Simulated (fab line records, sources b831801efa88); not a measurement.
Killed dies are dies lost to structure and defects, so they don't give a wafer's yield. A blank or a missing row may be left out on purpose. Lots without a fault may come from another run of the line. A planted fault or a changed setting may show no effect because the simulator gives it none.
Tool commonality check | flow gf180mcu | 11 lots, 33 wafers sampled

WHY IT WAS OPENED
At GF_M4_RS_MEAS_05 the reading M4_ALCU_RS is flagged on 2 of 11 lots. Wafers without a fault read 0.0699 ohm/sq, standard deviation 0.00081.
Rule: a lot is flagged when every wafer of it that has a number lies more than 4 standard deviations from that mean, or none has a number. The other lots count as sound.

lot  | measured     | on            | M4_ALCU_RS (ohm/sq), wafer by wafer | flag
L790 | day 23 00:19 | film_metro-02 | 0.0706 0.0700 0.0703                |
L791 | day 23 10:02 | film_metro-02 | 0.0693 0.0706 0.0677                |
L795 | day 25 00:55 | film_metro-02 | 0.0692 0.0696 0.0690                |
L797 | day 25 13:23 | film_metro-02 | 0.0698 0.0693 0.0695                |
L802 | day 27 05:58 | film_metro-02 | 0.0994 0.0991 0.0998                | FLAGGED
L804 | day 27 21:21 | film_metro-04 | 0.1010 0.1033 0.1013                | FLAGGED
L805 | day 28 06:07 | film_metro-04 | 0.0698 0.0690 0.0702                |
L807 | day 28 14:52 | film_metro-02 | 0.0688 0.0686 0.0687                |
L808 | day 28 22:08 | film_metro-04 | 0.0696 0.0695 0.0689                |
L810 | day 29 13:38 | film_metro-04 | 0.0723 0.0699 0.0695                |
L811 | day 29 22:54 | film_metro-02 | 0.0708 0.0708 0.0716                |
The numbers of the flagged lots are 0.1007 ohm/sq on average: +0.0307 ohm/sq against the usual, or +38 standard deviations.

WHICH TOOL RAN EACH LOT
The record holds 2 process steps before the reading, out of a route of 602 steps. In each cell: the tool, then ch and the chambers that the sampled wafers went through, then the start.
lot  | flag    | GF_V2_CVD_23                  | GF_M4_SPUTTER_02
L790 |         | cvd_w-02 ch 0,1, day 20 21:47 | pvd_sputter-02, day 23 00:14
L791 |         | cvd_w-02 ch 0,1, day 21 08:09 | pvd_sputter-01, day 23 09:56
L795 |         | cvd_w-02 ch 0,1, day 23 00:13 | pvd_sputter-04, day 25 00:49
L797 |         | cvd_w-02 ch 1, day 23 13:32   | pvd_sputter-02, day 25 13:17
L802 | FLAGGED | cvd_w-02 ch 1, day 25 07:45   | pvd_sputter-02, day 27 05:52
L804 | FLAGGED | cvd_w-02 ch 0,1, day 26 00:19 | pvd_sputter-02, day 27 21:13
L805 |         | cvd_w-02 ch 0,1, day 26 09:37 | pvd_sputter-04, day 28 06:02
L807 |         | cvd_w-01 ch 0,1, day 26 18:46 | pvd_sputter-01, day 28 14:44
L808 |         | cvd_w-01 ch 0,1, day 27 02:28 | pvd_sputter-04, day 28 22:01
L810 |         | cvd_w-02 ch 0,1, day 27 19:05 | pvd_sputter-01, day 29 13:33
L811 |         | cvd_w-02 ch 0,1, day 28 05:22 | pvd_sputter-04, day 29 22:46
What these steps do:
- GF_V2_CVD_23: deposits W, target thk 350 nm, time 104.94 s.
- GF_M4_SPUTTER_02: material AlCu, target thk 450 nm, time 23.9 s.
- GF_M4_RS_MEAS_05: measures by four-point-probe.

FLAGGED OVER TOTAL, TOOL BY TOOL (the gauges that took the reading come last)
step             | tool           | lots run | flagged | share of the flagged lots | sound lots run after its first flagged lot
GF_V2_CVD_23     | cvd_w-01       | 2        | 0       | none                      | -
GF_V2_CVD_23     | cvd_w-02       | 9        | 2       | all                       | 3 (L805,L810,L811)
GF_M4_SPUTTER_02 | pvd_sputter-01 | 3        | 0       | none                      | -
GF_M4_SPUTTER_02 | pvd_sputter-02 | 4        | 2       | all                       | 0
GF_M4_SPUTTER_02 | pvd_sputter-04 | 4        | 0       | none                      | -
GF_M4_RS_MEAS_05 | film_metro-02  | 7        | 1       | some                      | 2 (L807,L811)
GF_M4_RS_MEAS_05 | film_metro-04  | 4        | 1       | some                      | 3 (L805,L808,L810)

WHAT THE TABLE ALLOWS
2 rows of the table ran every flagged lot: cvd_w-02 at GF_V2_CVD_23, pvd_sputter-02 at GF_M4_SPUTTER_02.
- cvd_w-02 at GF_V2_CVD_23: 2 of its 9 lots flagged. Sound lots ran on it after the first flagged one (L805, L810, L811), which a lasting fault on the whole tool wouldn't allow.
- pvd_sputter-02 at GF_M4_SPUTTER_02: 2 of its 4 lots flagged. Its last sound lot is L797 (day 25 13:17), its first flagged lot L802 (day 27 05:52): a fault that began between those two fits.
One tool is left: pvd_sputter-02 at GF_M4_SPUTTER_02.

WHAT THE SIMULATOR HAD PUT IN
Process parameter drift: pvd_sputter-02, from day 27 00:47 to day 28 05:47, at GF_M4_SPUTTER_02. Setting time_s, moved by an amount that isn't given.
Lots struck among those shown: L802, L804. The rule above found the same.
